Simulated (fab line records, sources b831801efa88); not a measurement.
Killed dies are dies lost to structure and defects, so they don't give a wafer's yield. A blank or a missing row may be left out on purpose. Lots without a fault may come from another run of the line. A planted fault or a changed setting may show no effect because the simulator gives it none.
Chamber matching | flow sfq_line | SFQ_TRILAYER_I2_CMP_CMP_064 on cmp-02: 4 sister chambers
The step polishes SiO2. 4 wafers are shown with their chamber, then 7 later ones without.

WAFERS WITH THEIR CHAMBER
wafer  | chamber | time_to_endpoint_s (s)
L371.2 | 3       | 217
L377.3 | 1       | 207
L378.4 | 0       | 229
L378.1 | 2       | 215

WAFERS WITHOUT THEIR CHAMBER
wafer  | time_to_endpoint_s (s)
L378.6 | 219
L381.1 | 201
L381.5 | 210
L381.6 | 211
L385.1 | 211
L385.2 | 227
L385.6 | 227

WHICH CHAMBER EACH WENT THROUGH
wafer  | from the rows above          | in truth
L378.6 | can't be placed: 3 or 2      | 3
L381.1 | 1                            | 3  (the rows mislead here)
L381.5 | can't be placed: 1 or 2 or 3 | 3
L381.6 | can't be placed: 1 or 2 or 3 | 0
L385.1 | can't be placed: 1 or 2 or 3 | 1
L385.2 | 0                            | 0
L385.6 | 0                            | 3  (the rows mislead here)
Placed correctly: 1 of 7. Can't be placed from these rows: 4 (the true chamber is among the candidates in 3). Placed wrongly: 2.
How it was worked out, from the rows above alone: a wafer's distance from a chamber is the root of the sum, over the readings, of the square of ((its reading less the chamber's mean) divided by the reading's scatter). The wafer belongs to the nearest chamber; if the next one is less than 2 further off, it can't be placed. A chamber's mean is the mean of its shown wafers. The scatter: with one shown wafer a chamber, the root of the mean of the squares of how far each hidden wafer lies from its nearest shown one.
